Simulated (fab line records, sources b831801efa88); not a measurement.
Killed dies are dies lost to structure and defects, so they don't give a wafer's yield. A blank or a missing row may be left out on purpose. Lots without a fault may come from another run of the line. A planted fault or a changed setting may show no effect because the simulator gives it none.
Chamber matching | flow sky130 | SKY_CONTACT_ETCH_16 on rie_diel-03: 4 sister chambers
The step etches BARC in N2/H2, stops on SiO2, time 45.9 s, target depth 60 nm. 16 wafers are shown with their chamber, then 8 later ones without.

WAFERS WITH THEIR CHAMBER
wafer  | chamber | drypump_motor_current_A (A) | oes_product_au (a.u.) | rf_fwd_power_W (W)
L081.1 | 2       | 6.3                         | 0.862                 | 496.5
L081.3 | 3       | 6.4                         | 0.862                 | 493.9
L081.4 | 1       | 5.0                         | 0.850                 | 494.7
L082.1 | 2       | 6.3                         | 0.857                 | 497.3
L082.5 | 3       | 6.4                         | 0.847                 | 492.8
L082.6 | 2       | 6.3                         | 0.861                 | 497.1
L086.1 | 3       | 6.4                         | 0.858                 | 496.9
L086.3 | 0       | 6.4                         | 0.852                 | 494.5
L086.4 | 1       | 5.0                         | 0.849                 | 495.1
L089.2 | 0       | 6.4                         | 0.859                 | 495.6
L089.3 | 2       | 6.3                         | 0.858                 | 494.6
L089.4 | 3       | 6.4                         | 0.849                 | 497.3
L090.2 | 0       | 6.4                         | 0.851                 | 493.5
L090.3 | 3       | 6.4                         | 0.847                 | 493.9
L090.4 | 1       | 5.0                         | 0.852                 | 496.5
L093.3 | 1       | 5.1                         | 0.852                 | 499.0

SIGNATURES (means of the wafers above)
reading                 | chamber 0 | chamber 1 | chamber 2 | chamber 3 | scatter within a chamber
drypump_motor_current_A | 6.400     | 5.025     | 6.300     | 6.400     | 0.025
oes_product_au          | 0.85400   | 0.85075   | 0.85950   | 0.85260   | 0.00461
rf_fwd_power_W          | 494.533   | 496.325   | 496.375   | 494.960   | 1.69
Rule: a wafer's distance from a chamber is the root of the sum, over the readings, of the square of ((its reading less the chamber's mean) divided by the reading's scatter). The wafer belongs to the nearest chamber; if the next one is less than 2 further off, it can't be placed. The scatter: the root of (the sum of the squares of (reading less its chamber's mean) over the shown wafers, divided by (wafers less chambers)).

WAFERS WITHOUT THEIR CHAMBER
wafer  | drypump_motor_current_A (A) | oes_product_au (a.u.) | rf_fwd_power_W (W)
L093.4 | 6.4                         | 0.862                 | 492.8
L093.5 | 6.4                         | 0.853                 | 495.0
L094.2 | 6.4                         | 0.860                 | 491.7
L094.3 | 6.3                         | 0.854                 | 496.6
L094.6 | 5.1                         | 0.852                 | 495.4
L097.1 | 6.4                         | 0.862                 | 495.7
L097.3 | 6.3                         | 0.862                 | 495.5
L097.4 | 5.1                         | 0.854                 | 496.8

WHICH CHAMBER EACH WENT THROUGH
wafer  | from the rows above     | in truth
L093.4 | can't be placed: 0 or 3 | 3
L093.5 | can't be placed: 3 or 0 | 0
L094.2 | can't be placed: 0 or 3 | 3
L094.3 | 2                       | 2
L094.6 | 1                       | 1
L097.1 | can't be placed: 0 or 3 | 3
L097.3 | 2                       | 2
L097.4 | 1                       | 1
Placed correctly: 4 of 8. Can't be placed from these rows: 4 (the true chamber is among the candidates in 4). Placed wrongly: 0.
